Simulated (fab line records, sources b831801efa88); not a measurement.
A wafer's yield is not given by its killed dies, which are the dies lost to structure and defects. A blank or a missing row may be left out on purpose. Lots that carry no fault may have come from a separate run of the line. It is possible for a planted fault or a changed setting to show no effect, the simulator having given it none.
fab line records	flow gf180mcu
record: lots: 24	wafers: 72	lastDay: 34
route steps=602 shown STI@13 CONTACT@305 M1@320 V1@351 M2@366 TOP_METAL@568
lots untouched by any fault: they come from a run of this same line in which no faults occurred
startH: the number of hours between the record's first day and the start of the first shown wafer of the lot	waitH: hours since the lot's step before	" identical to the entry in the row above	L1.1+2: a row that stands for several wafers	- either no value or no given start	* or withheld: withheld	< > ~ a bound
route shown NAME@n: a module of which the file shows steps, and the number in the route of the first	usual: mean/standard deviation of fault-free wafers	same: alike in all rows	chamber/n: place in a boat	sites: each site's reading	_std_site: their standard deviation	_edge_site: inner sites' mean taken away from outer sites' mean	radiusMm: for every site, how far away it sits from the centre of the wafer	mask NAME#n: copy n	behind: the tool/chamber that last shaped the wafer	hold: cause of the lot's hold/its duration in hours/its outcome	device: names the non-switching transistor (n, p or np)	end of line: the same wafers' tests at the end of the route	a step with no rows: only its recipe	killed: count of dies lost to structure and defects at first sort (not the wafer's yield)	map: per-die view of a wafer (x killed, . not killed, _ where there is no die)
set.NAME: the run value of the setting; set.NAME@STEP: its run value at that earlier step	model.NAME: the simulator's own value behind a step, which no gauge read
route steps across a sampled set of lots; one table per step, one row per wafer
services: a tool's chamber out of use, with start hour (startH, from the record's first day; less than 0 if before it), hours out, and reason
== steps ==
step: GF_STI_CD_MEAS_12
recipe: targetCdNm: 220
usual: cdNm: 220.1/1.2
lot.wafer	tool	chamber	startH	waitH	cdNm
L074.2	cdSem-02	-	25.27	0.1	222.0
L074.4	"	-	"	"	220.4
L074.6	"	-	"	"	222.5
L075.1	cdSem-02	-	29.69	0.1	220.4
L075.2	"	-	"	"	219.7
L075.3	"	-	"	"	219.8
L076.1	cdSem-02	-	34.80	0.1	222.2
L076.3	"	-	"	"	220.5
L076.6	"	-	"	"	220.6
L077.1	cdSem-02	-	39.98	0.1	219.1
L077.3	"	-	"	"	220.5
L077.4	"	-	"	"	220.4
L078.1	cdSem-01	-	46.90	0.1	219.3
L078.5	"	-	"	"	217.4
L078.6	"	-	"	"	218.6
L079.4	cdSem-02	-	51.00	0.1	218.1
L079.5	"	-	"	"	218.9
L079.6	"	-	"	"	219.6
L080.2	cdSem-02	-	56.11	0.1	221.4
L080.4	"	-	"	"	220.2
L080.5	"	-	"	"	221.1
L081.1	cdSem-01	-	61.14	0.1	219.3
L081.4	"	-	"	"	219.1
L081.6	"	-	"	"	220.9
L082.2	cdSem-02	-	66.65	0.1	219.1
L082.3	"	-	"	"	220.9
L082.6	"	-	"	"	219.5
L083.1	cdSem-01	-	71.49	0.1	220.7
L083.3	"	-	"	"	220.7
L083.4	"	-	"	"	221.5
L084.1	cdSem-01	-	76.74	0.1	219.7
L084.4	"	-	"	"	220.1
L084.6	"	-	"	"	219.4
L085.4	cdSem-01	-	83.94	0.1	220.1
L085.5	"	-	"	"	218.7
L085.6	"	-	"	"	220.0
L086.4	cdSem-02	-	88.10	0.1	218.5
L086.5	"	-	"	"	219.6
L086.6	"	-	"	"	218.6
L087.2	cdSem-02	-	93.91	0.1	221.2
L087.5	"	-	"	"	220.5
L087.6	"	-	"	"	222.4
L088.3	cdSem-01	-	99.88	0.1	218.9
L088.5	"	-	"	"	220.6
L088.6	"	-	"	"	219.0
L089.1	cdSem-01	-	103.89	0.1	219.8
L089.2	"	-	"	"	220.1
L089.3	"	-	"	"	218.0
L090.3	cdSem-01	-	109.43	0.1	220.4
L090.4	"	-	"	"	220.0
L090.6	"	-	"	"	220.3
L091.3	cdSem-01	-	113.07	0.1	220.0
L091.4	"	-	"	"	220.0
L091.5	"	-	"	"	220.9
L092.2	cdSem-01	-	120.51	0.1	221.0
L092.4	"	-	"	"	220.3
L092.5	"	-	"	"	221.8
L093.3	cdSem-01	-	125.68	0.1	220.2
L093.4	"	-	"	"	220.1
L093.6	"	-	"	"	220.0
L094.2	cdSem-01	-	129.10	0.2	218.1
L094.3	"	-	"	"	218.0
L094.4	"	-	"	"	217.4
L095.1	cdSem-01	-	133.79	0.1	223.0
L095.5	"	-	"	"	221.8
L095.6	"	-	"	"	221.3
L096.2	cdSem-02	-	139.61	0.1	222.2
L096.3	"	-	"	"	221.4
L096.5	"	-	"	"	222.5
L097.3	cdSem-01	-	144.42	0.1	221.2
L097.5	"	-	"	"	220.5
L097.6	"	-	"	"	220.3
step: GF_CONTACT_STRIP_18
recipe: chemistry: O2/N2	powerW: 1400	pressureMtorr: 1500	platenTempC: 250	o2FlowSccm: 3000	n2FlowSccm: 300	overashFraction: 0.5
usual: drypumpMotorCurrentA: 5.3/0.37	heaterPowerW: 343/27	oesProductAu: 0.579/0.0047	platenTempC: 249.99/0.17
lot.wafer	tool	chamber	startH	waitH	drypumpMotorCurrentA	heaterPowerW	oesProductAu	platenTempC	rfHoursCounterH
L074.2	plasmaAsher-02	0	358.91	-	5.6	330	0.575	249.97	70
L074.4	"	1	"	"	5.1	317	0.573	250.17	-
L074.6	"	1	"	"	5.2	309	0.579	250.09	-
L075.1	plasmaAsher-03	1	369.65	-	5.0	394	0.583	250.02	69
L075.2	"	0	"	"	5.0	329	0.577	250.02	69
L075.3	"	1	"	"	5.1	388	0.589	250.26	-
L076.1	plasmaAsher-03	0	376.56	-	5.0	340	0.576	249.89	70
L076.3	"	1	"	"	5.1	401	0.582	249.75	-
L076.6	"	1	"	"	5.1	382	0.571	249.87	-
L077.1	plasmaAsher-03	0	383.15	-	5.0	332	0.579	249.74	71
L077.3	"	1	"	"	5.1	382	0.581	249.82	-
L077.4	"	0	"	"	5.0	345	0.576	249.77	-
L078.1	plasmaAsher-03	1	398.29	-	5.1	394	0.583	249.97	72
L078.5	"	1	"	"	5.1	381	0.579	249.73	-
L078.6	"	0	"	"	4.9	337	0.580	250.07	-
L079.4	plasmaAsher-02	0	411.29	-	5.7	334	0.581	249.94	-
L079.5	"	1	"	"	5.1	315	0.575	250.05	-
L079.6	"	0	"	"	5.7	341	0.586	250.01	-
L080.2	plasmaAsher-03	0	417.81	-	5.0	335	0.582	249.94	75
L080.4	"	0	"	"	5.0	331	0.582	250.11	-
L080.5	"	0	"	"	5.0	338	0.579	249.82	-
L081.1	plasmaAsher-01	1	427.56	-	6.1	353	0.578	250.02	34
L081.4	"	1	"	"	6.1	350	0.581	249.63	-
L081.6	"	0	"	"	4.9	345	0.577	249.94	-
L082.2	plasmaAsher-02	1	448.64	-	5.1	309	0.575	249.73	3
L082.3	"	0	"	"	5.6	335	0.572	250.11	-
L082.6	"	0	"	"	5.7	336	0.579	250.38	-
L083.1	plasmaAsher-03	1	455.79	-	5.1	389	0.580	249.98	81
L083.3	"	0	"	"	5.0	333	0.579	250.09	-
L083.4	"	1	"	"	5.1	390	0.583	250.02	-
L084.1	plasmaAsher-01	1	456.26	-	6.1	349	0.585	249.82	38
L084.4	"	1	"	"	6.1	364	0.568	250.06	-
L084.6	"	1	"	"	6.1	351	0.579	249.96	-
L086.4	plasmaAsher-02	1	472.34	-	5.1	307	0.583	249.97	-
L086.5	"	1	"	"	5.1	312	0.581	249.92	-
L086.6	"	0	"	"	5.6	330	0.580	249.86	-
L085.4	plasmaAsher-02	1	473.13	-	5.1	306	0.583	249.91	-
L085.5	"	0	"	"	5.6	335	0.580	249.95	-
L085.6	"	1	"	"	5.1	309	0.574	249.70	-
L087.2	plasmaAsher-03	1	488.11	-	5.1	392	0.582	249.64	85
L087.5	"	0	"	"	5.0	334	0.578	249.80	-
L087.6	"	1	"	"	5.0	392	0.575	250.10	-
L088.3	plasmaAsher-01	0	497.39	-	4.9	328	0.574	250.26	-
L088.5	"	0	"	"	4.9	345	0.577	250.10	-
L088.6	"	1	"	"	6.1	343	0.582	250.05	-
L089.1	plasmaAsher-02	1	498.41	-	5.1	316	0.583	250.22	10
L089.2	"	0	"	"	5.6	329	0.577	250.09	10
L089.3	"	1	"	"	5.1	317	0.579	249.75	-
L090.3	plasmaAsher-01	1	508.78	-	6.1	356	0.581	249.64	-
L090.4	"	0	"	"	4.9	334	0.576	250.25	-
L090.6	"	0	"	"	4.9	326	0.582	249.99	-
L091.3	plasmaAsher-03	1	518.04	-	5.1	394	0.572	249.96	-
L091.4	"	0	"	"	5.0	341	0.576	249.95	-
L091.5	"	0	"	"	5.0	336	0.588	250.01	-
L092.2	plasmaAsher-03	0	526.91	-	5.0	331	0.578	250.09	89
L092.4	"	0	"	"	5.0	327	0.581	249.84	-
L092.5	"	1	"	"	5.1	386	0.585	250.00	-
L094.2	plasmaAsher-03	1	535.61	-	5.1	395	0.586	249.92	90
L094.3	"	1	"	"	5.1	393	0.587	250.10	-
L094.4	"	0	"	"	5.0	332	0.576	249.71	-
L093.3	plasmaAsher-01	0	537.84	-	4.9	343	0.573	250.27	-
L093.4	"	1	"	"	6.1	349	0.581	250.03	-
L093.6	"	1	"	"	6.1	345	0.577	250.19	-
L095.1	plasmaAsher-02	0	543.59	-	5.6	337	0.574	249.88	14
L095.5	"	1	"	"	5.1	310	0.583	249.81	-
L095.6	"	0	"	"	5.6	335	0.580	249.86	-
L096.2	plasmaAsher-02	0	548.34	-	5.7	340	0.574	249.94	15
L096.3	"	0	"	"	5.7	336	0.582	249.76	-
L096.5	"	1	"	"	5.1	316	0.568	249.94	-
L097.3	plasmaAsher-02	1	556.79	-	5.1	317	0.576	249.99	-
L097.5	"	0	"	"	5.7	329	0.573	250.12	-
L097.6	"	1	"	"	5.1	318	0.584	250.34	-
step: GF_M1_RS_MEAS_05
recipe: thkMeasGauge: four-point-probe	reads: TiN_of_M1_SPUTTER_04+Ti_of_M1_SPUTTER_03+AlCu_of_M1_SPUTTER_02+TiN_of_M1_SPUTTER_01+Ti_of_M1_SPUTTER_00
usual: M1_ALCU_RS: 0.0698/0.00089
lot.wafer	tool	chamber	startH	waitH	M1_ALCU_RS[ohm/sq]
L074.2	filmMetro-03	-	360.13	0.0	0.0698
L074.4	"	-	"	"	0.0698
L074.6	"	-	"	"	0.0703
L075.1	filmMetro-03	-	370.99	0.0	0.0709
L075.2	"	-	"	"	0.0711
L075.3	"	-	"	"	0.0706
L076.1	filmMetro-03	-	377.76	0.0	0.0696
L076.3	"	-	"	"	0.0692
L076.6	"	-	"	"	0.0701
L077.1	filmMetro-03	-	384.35	0.0	0.0698
L077.3	"	-	"	"	0.0699
L077.4	"	-	"	"	0.0706
L078.1	filmMetro-04	-	399.49	0.0	0.0693
L078.5	"	-	"	"	0.0698
L078.6	"	-	"	"	0.0700
L079.4	filmMetro-03	-	412.52	0.1	0.0703
L079.5	"	-	"	"	0.0693
L079.6	"	-	"	"	0.0697
L080.2	filmMetro-04	-	419.03	0.0	0.0703
L080.4	"	-	"	"	0.0711
L080.5	"	-	"	"	0.0697
L081.1	filmMetro-01	-	428.75	0.0	0.0692
L081.4	"	-	"	"	0.0693
L081.6	"	-	"	"	0.0696
L082.2	filmMetro-04	-	449.87	0.0	0.0705
L082.3	"	-	"	"	0.0695
L082.6	"	-	"	"	0.0695
L083.1	filmMetro-01	-	456.99	0.0	0.0686
L083.3	"	-	"	"	0.0683
L083.4	"	-	"	"	0.0685
L084.1	filmMetro-03	-	457.46	0.0	0.0697
L084.4	"	-	"	"	0.0700
L084.6	"	-	"	"	0.0701
L086.4	filmMetro-01	-	473.57	0.1	0.0698
L086.5	"	-	"	"	0.0688
L086.6	"	-	"	"	0.0683
L085.4	filmMetro-03	-	474.35	0.1	0.0698
L085.5	"	-	"	"	0.0700
L085.6	"	-	"	"	0.0701
L087.2	filmMetro-04	-	489.32	0.0	0.0709
L087.5	"	-	"	"	0.0708
L087.6	"	-	"	"	0.0714
L088.3	filmMetro-04	-	498.61	0.1	0.0697
L088.5	"	-	"	"	0.0696
L088.6	"	-	"	"	0.0696
L089.1	filmMetro-03	-	499.62	0.0	0.0709
L089.2	"	-	"	"	0.0718
L089.3	"	-	"	"	0.0711
L090.3	filmMetro-01	-	509.98	0.1	0.0701
L090.4	"	-	"	"	0.0694
L090.6	"	-	"	"	0.0700
L091.3	filmMetro-01	-	519.26	0.1	0.0676
L091.4	"	-	"	"	0.0686
L091.5	"	-	"	"	0.0674
L092.2	filmMetro-04	-	528.22	0.0	0.0705
L092.4	"	-	"	"	0.0709
L092.5	"	-	"	"	0.0700
L094.2	filmMetro-04	-	536.85	0.0	0.0697
L094.3	"	-	"	"	0.0698
L094.4	"	-	"	"	0.0696
L093.3	filmMetro-01	-	539.16	0.1	0.0704
L093.4	"	-	"	"	0.0705
L093.6	"	-	"	"	0.0701
L095.1	filmMetro-01	-	544.93	0.0	0.0697
L095.5	"	-	"	"	0.0693
L095.6	"	-	"	"	0.0693
L096.2	filmMetro-01	-	549.74	0.0	0.0705
L096.3	"	-	"	"	0.0689
L096.5	"	-	"	"	0.0701
L097.3	filmMetro-04	-	558.00	0.1	0.0697
L097.5	"	-	"	"	0.0693
L097.6	"	-	"	"	0.0698
step: GF_V1_ETCH_16
recipe: chemistry: N2/H2	targetDepthA: withheld	overetchA: withheld	timeS: withheld	target: BARC	ionEnergyEv: 200	sourceW: 500	biasW: 100	pressureMtorr: 30	n2FlowSccm: 100	h2FlowSccm: 200
usual: drypumpMotorCurrentA: 5.9/0.53	oesProductAu: 0.855/0.005	rfFwdPowerW: 495.1/2.1	throttleValvePct: 13.224/0.0084
lot.wafer	tool	chamber	startH	waitH	drypumpMotorCurrentA	oesProductAu	rfFwdPowerW	throttleValvePct
L074.2	rieDiel-04	1	406.24	0.0	6.0	0.851	500.1	13.219
L074.4	"	2	"	"	6.7	0.851	493.0	13.215
L074.6	"	2	"	"	6.7	0.846	495.1	13.218
L075.1	rieDiel-04	0	418.20	0.0	5.7	0.852	491.9	13.219
L075.2	"	2	"	"	6.7	0.857	494.9	13.224
L075.3	"	3	"	"	6.0	0.847	492.6	13.227
L076.1	rieDiel-04	3	425.09	0.0	6.0	0.854	493.7	13.213
L076.3	"	2	"	"	6.7	0.855	494.6	13.224
L076.6	"	2	"	"	6.7	0.847	493.0	13.223
L077.1	rieDiel-03	1	432.75	0.0	4.9	0.853	495.1	13.234
L077.3	"	0	"	"	5.7	0.854	489.5	13.232
L077.4	"	2	"	"	6.4	0.850	491.9	13.229
L078.1	rieDiel-02	2	448.90	0.0	6.2	0.853	497.9	13.215
L078.5	"	0	"	"	5.3	0.854	497.4	13.226
L078.6	"	3	"	"	5.4	0.850	495.1	13.219
L079.4	rieDiel-03	1	461.79	0.0	4.9	0.853	496.0	13.233
L079.5	"	1	"	"	4.9	0.856	495.9	13.232
L079.6	"	0	"	"	5.7	0.857	490.6	13.214
L080.2	rieDiel-02	2	467.95	0.0	6.2	0.852	498.6	13.242
L080.4	"	3	"	"	5.4	0.858	496.6	13.226
L080.5	"	3	"	"	5.4	0.852	496.3	13.218
L081.1	rieDiel-02	0	478.39	0.0	5.3	0.857	497.4	13.215
L081.4	"	1	"	"	4.7	0.862	495.7	13.228
L081.6	"	1	"	"	4.7	0.858	494.3	13.231
L082.2	rieDiel-04	2	499.34	0.0	6.7	0.867	494.3	13.212
L082.3	"	3	"	"	6.0	0.858	495.9	13.229
L082.6	"	0	"	"	5.7	0.859	494.7	13.220
L083.1	rieDiel-02	3	505.64	0.0	5.4	0.857	496.3	13.227
L083.3	"	1	"	"	4.7	0.857	494.9	13.240
L083.4	"	0	"	"	5.3	0.855	497.7	13.234
L084.1	rieDiel-04	3	506.59	0.0	6.0	0.864	496.3	13.210
L084.4	"	2	"	"	6.7	0.855	492.6	13.223
L084.6	"	1	"	"	6.1	0.860	498.5	13.224
L086.4	rieDiel-04	1	522.14	0.0	6.0	0.857	497.1	13.219
L086.5	"	0	"	"	5.7	0.857	491.7	13.227
L086.6	"	1	"	"	6.0	0.854	500.3	13.218
L085.4	rieDiel-03	3	523.49	0.0	6.5	0.869	496.7	13.212
L085.5	"	0	"	"	5.6	0.847	492.3	13.203
L085.6	"	3	"	"	6.5	0.858	497.1	13.226
L087.2	rieDiel-04	2	538.29	0.0	6.6	0.855	493.9	13.235
L087.5	"	1	"	"	6.0	0.856	494.9	13.226
L087.6	"	2	"	"	6.6	0.848	493.8	13.223
L088.3	rieDiel-02	0	545.99	0.0	5.3	0.854	498.9	13.230
L088.5	"	3	"	"	5.4	0.862	495.7	13.230
L088.6	"	0	"	"	5.3	0.851	495.2	13.250
L089.1	rieDiel-04	3	546.64	0.0	6.0	0.866	494.3	13.217
L089.2	"	0	"	"	5.7	0.854	493.9	13.225
L089.3	"	2	"	"	6.6	0.854	495.2	13.222
L090.3	rieDiel-04	3	557.14	0.0	6.0	0.858	495.6	13.212
L090.4	"	1	"	"	6.0	0.853	495.9	13.230
L090.6	"	2	"	"	6.7	0.848	493.2	13.230
L091.3	rieDiel-03	1	566.19	0.0	4.9	0.851	493.7	13.234
L091.4	"	2	"	"	6.4	0.860	493.1	13.231
L091.5	"	0	"	"	5.7	0.854	494.0	13.222
L092.2	rieDiel-04	2	573.84	0.0	6.7	0.866	494.1	13.231
L092.4	"	1	"	"	6.0	0.845	495.3	13.213
L092.5	"	3	"	"	6.0	0.850	495.7	13.235
L094.2	rieDiel-04	0	583.24	0.0	5.7	0.860	496.8	13.241
L094.3	"	3	"	"	6.0	0.859	497.4	13.223
L094.4	"	2	"	"	6.7	0.858	490.9	13.226
L093.3	rieDiel-02	2	584.44	0.0	6.2	0.853	495.8	13.215
L093.4	"	0	"	"	5.3	0.849	498.1	13.224
L093.6	"	3	"	"	5.4	0.854	491.1	13.219
L095.1	rieDiel-04	2	591.59	0.0	6.7	0.862	493.3	13.234
L095.5	"	1	"	"	6.0	0.853	496.8	13.220
L095.6	"	0	"	"	5.7	0.856	494.8	13.218
L096.2	rieDiel-04	2	593.89	0.0	6.7	0.858	492.5	13.207
L096.3	"	0	"	"	5.7	0.866	496.4	13.228
L096.5	"	1	"	"	6.0	0.862	494.8	13.235
L097.3	rieDiel-04	1	601.84	0.0	6.0	0.858	496.2	13.219
L097.5	"	2	"	"	6.7	0.864	494.8	13.234
L097.6	"	3	"	"	6.0	0.861	495.3	13.229
step: GF_M2_SPUTTER_04
recipe: material: TiN	targetThkNm: 50	powerW: 6500	timeS: 41.7	chamberPressurePa: 0.4
usual: throttleValvePct: 29.8/1.1
lot.wafer	tool	chamber	startH	waitH	throttleValvePct
L074.2	pvdSputter-01	-	407.78	0.0	30.8
L074.4	"	-	"	"	28.8
L074.6	"	-	"	"	28.9
L075.1	pvdSputter-02	-	419.73	0.0	29.5
L075.2	"	-	"	"	29.4
L075.3	"	-	"	"	31.3
L076.1	pvdSputter-02	-	426.63	0.0	30.6
L076.3	"	-	"	"	29.8
L076.6	"	-	"	"	29.0
L077.1	pvdSputter-02	-	434.31	0.0	30.6
L077.3	"	-	"	"	31.0
L077.4	"	-	"	"	29.7
L078.1	pvdSputter-01	-	450.44	0.0	28.9
L078.5	"	-	"	"	31.0
L078.6	"	-	"	"	28.9
L079.4	pvdSputter-02	-	463.33	0.0	29.8
L079.5	"	-	"	"	29.7
L079.6	"	-	"	"	29.8
L080.2	pvdSputter-03	-	469.48	0.0	31.3
L080.4	"	-	"	"	30.1
L080.5	"	-	"	"	28.0
L081.1	pvdSputter-03	-	479.96	0.0	31.6
L081.4	"	-	"	"	30.2
L081.6	"	-	"	"	28.0
L082.2	pvdSputter-03	-	500.88	0.0	29.5
L082.3	"	-	"	"	30.1
L082.6	"	-	"	"	29.6
L083.1	pvdSputter-03	-	507.18	0.0	30.0
L083.3	"	-	"	"	28.1
L083.4	"	-	"	"	29.5
L084.1	pvdSputter-02	-	508.13	0.0	30.5
L084.4	"	-	"	"	31.4
L084.6	"	-	"	"	31.2
L086.4	pvdSputter-03	-	523.71	0.0	31.5
L086.5	"	-	"	"	31.6
L086.6	"	-	"	"	30.1
L085.4	pvdSputter-03	-	525.05	0.0	30.1
L085.5	"	-	"	"	29.6
L085.6	"	-	"	"	28.2
L087.2	pvdSputter-03	-	539.83	0.0	29.9
L087.5	"	-	"	"	30.1
L087.6	"	-	"	"	29.9
L088.3	pvdSputter-02	-	547.53	0.0	30.9
L088.5	"	-	"	"	29.7
L088.6	"	-	"	"	30.6
L089.1	pvdSputter-01	-	548.26	0.0	31.1
L089.2	"	-	"	"	28.9
L089.3	"	-	"	"	28.7
L090.3	pvdSputter-03	-	559.17	0.0	29.9
L090.4	"	-	"	"	28.0
L090.6	"	-	"	"	29.6
L091.3	pvdSputter-01	-	568.88	0.0	31.0
L091.4	"	-	"	"	28.6
L091.5	"	-	"	"	28.7
L092.2	pvdSputter-03	-	575.38	0.0	29.7
L092.4	"	-	"	"	31.5
L092.5	"	-	"	"	30.1
L094.2	pvdSputter-03	-	584.78	0.0	31.4
L094.3	"	-	"	"	29.8
L094.4	"	-	"	"	28.1
L093.3	pvdSputter-01	-	585.98	0.0	28.7
L093.4	"	-	"	"	31.4
L093.6	"	-	"	"	29.0
L095.1	pvdSputter-03	-	593.25	0.0	28.0
L095.5	"	-	"	"	29.4
L095.6	"	-	"	"	28.3
L096.2	pvdSputter-02	-	595.78	0.0	29.7
L096.3	"	-	"	"	30.6
L096.5	"	-	"	"	30.6
L097.3	pvdSputter-02	-	603.72	0.0	29.8
L097.5	"	-	"	"	29.8
L097.6	"	-	"	"	30.6
step: GF_TOP_METAL_SPUTTER_01
recipe: material: TiN	targetThkNm: 30	powerW: 6500	timeS: 25	chamberPressurePa: 0.4
usual: throttleValvePct: 29.7/1
lot.wafer	tool	chamber	startH	waitH	throttleValvePct
L074.2	pvdSputter-02	-	628.07	0.1	29.4
L074.4	"	-	"	"	31.1
L074.6	"	-	"	"	29.8
L075.1	pvdSputter-02	-	633.97	0.1	29.5
L075.2	"	-	"	"	30.9
L075.3	"	-	"	"	29.5
L076.1	pvdSputter-02	-	642.79	0.1	29.4
L076.3	"	-	"	"	30.5
L076.6	"	-	"	"	29.3
L077.1	pvdSputter-03	-	646.33	0.1	29.8
L077.3	"	-	"	"	28.2
L077.4	"	-	"	"	29.7
L078.1	pvdSputter-01	-	661.74	0.1	28.6
L078.5	"	-	"	"	28.7
L078.6	"	-	"	"	29.0
L079.4	pvdSputter-03	-	670.57	0.1	30.3
L079.5	"	-	"	"	29.8
L079.6	"	-	"	"	28.2
L080.2	pvdSputter-02	-	677.21	0.1	31.2
L080.4	"	-	"	"	30.7
L080.5	"	-	"	"	29.4
L081.1	pvdSputter-02	-	685.21	0.1	29.6
L081.4	"	-	"	"	30.8
L081.6	"	-	"	"	30.4
L082.2	pvdSputter-02	-	701.67	0.1	30.5
L082.3	"	-	"	"	29.6
L082.6	"	-	"	"	29.8
L083.1	pvdSputter-03	-	705.56	0.1	29.6
L083.3	"	-	"	"	30.1
L083.4	"	-	"	"	31.4
L084.1	pvdSputter-01	-	705.86	0.1	28.5
L084.4	"	-	"	"	28.6
L084.6	"	-	"	"	28.7
L085.4	pvdSputter-01	-	720.50	0.1	28.9
L085.5	"	-	"	"	28.8
L085.6	"	-	"	"	28.8
L086.4	pvdSputter-01	-	722.09	0.1	28.6
L086.5	"	-	"	"	28.9
L086.6	"	-	"	"	28.5
L087.2	pvdSputter-01	-	731.35	0.1	28.8
L087.5	"	-	"	"	28.9
L087.6	"	-	"	"	28.6
L088.3	pvdSputter-03	-	735.23	0.1	31.4
L088.5	"	-	"	"	29.9
L088.6	"	-	"	"	28.2
L089.1	pvdSputter-01	-	735.89	0.1	28.9
L089.2	"	-	"	"	28.6
L089.3	"	-	"	"	31.0
L090.3	pvdSputter-01	-	749.12	0.1	28.6
L090.4	"	-	"	"	28.6
L090.6	"	-	"	"	28.8
L091.3	pvdSputter-03	-	752.50	0.1	31.5
L091.4	"	-	"	"	29.8
L091.5	"	-	"	"	29.6
L092.2	pvdSputter-02	-	760.31	0.1	30.7
L092.4	"	-	"	"	29.5
L092.5	"	-	"	"	31.0
L094.2	pvdSputter-01	-	765.56	0.1	28.6
L094.3	"	-	"	"	28.6
L094.4	"	-	"	"	28.7
L093.3	pvdSputter-01	-	767.01	0.1	28.6
L093.4	"	-	"	"	31.1
L093.6	"	-	"	"	28.9
L095.1	pvdSputter-03	-	772.80	0.1	30.0
L095.5	"	-	"	"	31.5
L095.6	"	-	"	"	30.3
L096.2	pvdSputter-03	-	775.29	0.1	28.0
L096.3	"	-	"	"	30.1
L096.5	"	-	"	"	28.2
L097.3	pvdSputter-01	-	782.01	0.1	31.5
L097.5	"	-	"	"	28.8
L097.6	"	-	"	"	31.3
== services ==
tool	chamber	startH	hours	kind
pvdSputter-01	-	338.34	4.4	repair
rieDiel-04	2	341.73	4.8	repair
plasmaAsher-03	-	368.42	1.2	repair
rieDiel-04	0	382.54	2.0	repair
rieDiel-04	3	419.04	5.9	repair
rieDiel-04	1	424.08	3.9	repair
pvdSputter-02	-	429.72	1.2	repair
plasmaAsher-03	-	445.47	1.5	repair
rieDiel-04	-	462.07	0.9	repair
pvdSputter-03	-	467.03	0.5	repair
pvdSputter-01	-	511.19	0.5	repair
pvdSputter-02	-	522.77	19.7	repair
pvdSputter-01	-	525.32	2.4	repair
plasmaAsher-03	-	555.48	2.8	pm
plasmaAsher-03	-	563.74	5.1	repair
pvdSputter-03	-	580.09	2.6	repair
pvdSputter-02	-	658.98	0.5	repair
rieDiel-04	0	731.06	4.8	repair
plasmaAsher-03	-	733.75	9.0	pm
pvdSputter-02	-	734.33	1.0	repair
rieDiel-04	-	738.07	0.7	repair
rieDiel-04	-	745.66	0.3	repair
rieDiel-04	1	746.35	18.4	repair
pvdSputter-02	-	779.01	3.3	repair
== key ==
fault none
